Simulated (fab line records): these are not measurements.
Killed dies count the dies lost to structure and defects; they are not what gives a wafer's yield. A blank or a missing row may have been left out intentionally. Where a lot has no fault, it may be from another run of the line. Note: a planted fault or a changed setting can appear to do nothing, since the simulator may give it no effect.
Comparing a struck lot with a sound one | flow gf180mcu | 14 out of 602 route steps
Sound: wafers L511.3, L511.4, L511.5. The struck wafers were L520.2, L520.3, L520.4. At the end, the cause is stated.
Per side, at each step with rows, come the tool, then ch with its chambers, and then its first start. Under that, the readings that differ: sound wafers | struck wafers | difference of the means | sigmas: that difference in standard deviations of wafers without a fault.
alike: readings whose means differ by less than 2 such deviations, and words and numbers that are the same on both sides. not compared: withheld readings, readings that some wafer has no value for, bounds like >300 that may hide the same value, and numbers for which the record gives no deviation and whose values overlap.
Wherever a step has rows on one side only, a row that says differs or no value, or a row with sigmas, the two part there. Numbers that don't overlap but have no deviation are shown without sigmas and don't part them. A reading missing from all wafers of one side parts the sides only when that side holds two or more wafers.

first, 1 step without rows for these wafers: GF_V3_CVD_00 (deposits SiO2, target thk 600 nm, time 100 s).
GF_V3_THK_MEAS_01:
  sound on film_metro-01 at day 21 10:37; struck on film_metro-04 at day 24 15:43
  alike: V3_CVD_00_THK
GF_V3_CVD_02: deposits SiO2 from TEOS, target thk 850 nm, time 94.851 s.
  sound on pecvd-01 ch 0,2, day 21 10:39; struck on pecvd-01 ch 0,1, day 24 15:46
  alike: heater_power_w
  not compared: since_wet_clean_h
GF_V3_THK_MEAS_03:
  sound on film_metro-04 at day 21 10:44; struck on film_metro-01 at day 24 15:51
  alike: V3_CVD_02_THK
GF_V3_CMP_04: polishes SiO2.
  sound on cmp-01 ch 1,3, day 21 10:47; struck on cmp-02 ch 0,2,3, day 24 15:54
  alike: motor_current_A, time_to_endpoint_s
GF_V3_BOW_MEAS_05:
  sound on film_metro-04 at day 21 11:07; struck on film_metro-01 at day 24 16:13
  alike: V3_BOW
then, 6 steps without rows for these wafers: GF_V3_DEHYDRATE_06 (time 60 s); GF_V3_HMDS_07 (prime time 60 s); GF_V3_COAT_08; GF_V3_COAT_09 (resist thk 1000 nm); GF_V3_SOFTBAKE_10 (time 60 s); GF_V3_EXPOSE_11 (exposes mask Via3, target cd 260 nm).
GF_V3_PEB_12: peb time 90 s.
  sound on litho_track-03 ch 0, day 22 10:16; struck on litho_track-03, day 25 13:35
  no value came back on the struck wafers for chill_plate_temp_C (C), exhaust_pa (Pa); on the sound wafers chill_plate_temp_C (C) reads 23.00 23.02 23.06
then, 1 step without rows for these wafers: GF_V3_DEVELOP_13 (develop time 60 s).

WHERE THEY PART
GF_V3_PEB_12 only, going by this record.

WHY: what the simulator had put in
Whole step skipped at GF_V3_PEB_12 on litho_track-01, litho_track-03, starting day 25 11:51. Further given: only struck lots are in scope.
